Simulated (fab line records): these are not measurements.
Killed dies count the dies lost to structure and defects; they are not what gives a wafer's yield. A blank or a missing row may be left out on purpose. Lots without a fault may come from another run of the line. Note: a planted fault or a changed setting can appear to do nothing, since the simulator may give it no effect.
Split-lot experiment + flow sfq_line + 23 wafers read from 5 lots, route of 325 steps

## ON THE SPLIT
At SFQ_TRILAYER_M0_LITHO_COAT_026 (resist thk 62 nm), the setting spin_rpm was moved away from the recipe's 3000 rpm on 4 of the 23 wafers read, by -5.8% to +5.5%. All remaining wafers had this setting at the recipe value.

The reading comes from the split's own step.

## THE READING
BARC_of_TRILAYER_M0_LITHO_COAT_026.thk_nm (the simulator's own value, which no gauge read), in nm, at SFQ_TRILAYER_M0_LITHO_COAT_026 (resist thk 62 nm). The file does not state a usual value for it. Average 62.01 nm, standard deviation 0.27 nm, over the 19 wafers here run with the recipe.

| wafer  | tool, chamber at the split | spin_rpm as run, rpm | against the recipe | BARC_of_TRILAYER_M0_LITHO_COAT_026.thk_nm, nm | against lot-mates on the recipe |
|--------|----------------------------|----------------------|--------------------|-----------------------------------------------|---------------------------------|
| L074.1 | litho_track-04, 0          | 3000                 | recipe             | 62                                            | -                               |
| L074.2 | litho_track-04, 0          | 3000                 | recipe             | 62.03                                         | -                               |
| L074.3 | litho_track-04, 0          | 3000                 | recipe             | 62.19                                         | -                               |
| L074.4 | litho_track-04, 0          | 3000                 | recipe             | 61.83                                         | -                               |
| L074.5 | litho_track-04, 0          | 3000                 | recipe             | 61.99                                         | -                               |
| L075.1 | litho_track-01, 0          | 3165                 | +5.5%              | 60.01                                         | -1.59                           |
| L075.2 | litho_track-01, 0          | 3000                 | recipe             | 61.62                                         | -                               |
| L075.3 | litho_track-01, 0          | 3000                 | recipe             | 61.67                                         | -                               |
| L075.4 | litho_track-01, 0          | 3165                 | +5.5%              | 59.97                                         | -1.63                           |
| L075.6 | litho_track-01, 0          | 3000                 | recipe             | 61.5                                          | -                               |
| L076.3 | litho_track-03, 0          | 3000                 | recipe             | 62.3                                          | -                               |
| L076.4 | litho_track-03, 0          | 3000                 | recipe             | 62.18                                         | -                               |
| L076.6 | litho_track-03, 0          | 3000                 | recipe             | 62.16                                         | -                               |
| L081.1 | litho_track-04, 0          | 2826                 | -5.8%              | 63.59                                         | +1.82                           |
| L081.2 | litho_track-04, 0          | 3000                 | recipe             | 61.72                                         | -                               |
| L081.6 | litho_track-04, 0          | 3000                 | recipe             | 61.72                                         | -                               |
| L081.3 | litho_track-04, 0          | 2826                 | -5.8%              | 63.54                                         | +1.77                           |
| L081.4 | litho_track-04, 0          | 3000                 | recipe             | 61.88                                         | -                               |
| L084.1 | litho_track-01, 0          | 3000                 | recipe             | 62.27                                         | -                               |
| L084.2 | litho_track-01, 0          | 3000                 | recipe             | 62.35                                         | -                               |
| L084.3 | litho_track-01, 0          | 3000                 | recipe             | 62.35                                         | -                               |
| L084.4 | litho_track-01, 0          | 3000                 | recipe             | 62.31                                         | -                               |
| L084.5 | litho_track-01, 0          | 3000                 | recipe             | 62.21                                         | -                               |

FIT RESULTS
A straight line over all 23 wafers: BARC_of_TRILAYER_M0_LITHO_COAT_026.thk_nm changes by -0.315 nm for each +1% of spin_rpm; r = -0.94; the points scatter about the line by 0.28 nm.
The same after taking each lot's own level away (the mean of its wafers on the recipe; 23 wafers): -0.301 nm for each +1%; r = -0.99; scatter 0.08 nm.
On that fit, the largest move of spin_rpm shifts the reading by 1.7 nm.
Measured against the standard deviation above, the lots' own levels, which go from 61.597 to 62.298 nm, span 2.6 times it.
The two slopes are in agreement: the lot-to-lot level therefore moves the slope only a little.
Check: for one of the wafers moved furthest among these (-5.8%), held out of the fit, the line's prediction against its lot-mates is +1.73 nm. It came out at +1.82 nm against them.

## ADDITIONAL SPLITS CARRIED BY THESE WAFERS
Before the reading, these wafers also passed through other splits. Each is held against what the fit with the lots' levels taken away leaves over:
| other split on the same wafers                | wafers away from the commonest value | r with BARC_of_TRILAYER_M0_LITHO_COAT_026.thk_nm (lot level and that fit taken away) |
|-----------------------------------------------|--------------------------------------|--------------------------------------------------------------------------------------|
| SFQ_TRILAYER_INCOMING_OXIDATION_002 ox_time_s | 15                                   | +0.07                                                                                |
| SFQ_TRILAYER_L0_LITHO_COAT_010 resist_thk_nm  | 10                                   | -0.22                                                                                |
| SFQ_TRILAYER_L0_VIA_LITHO_COAT_013 spin_rpm   | 11                                   | +0.21                                                                                |

## THE FILE'S OWN FIT
BARC_of_TRILAYER_M0_LITHO_COAT_026.thk_nm changes by -0.301 nm for each +1% of spin_rpm, r = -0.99.
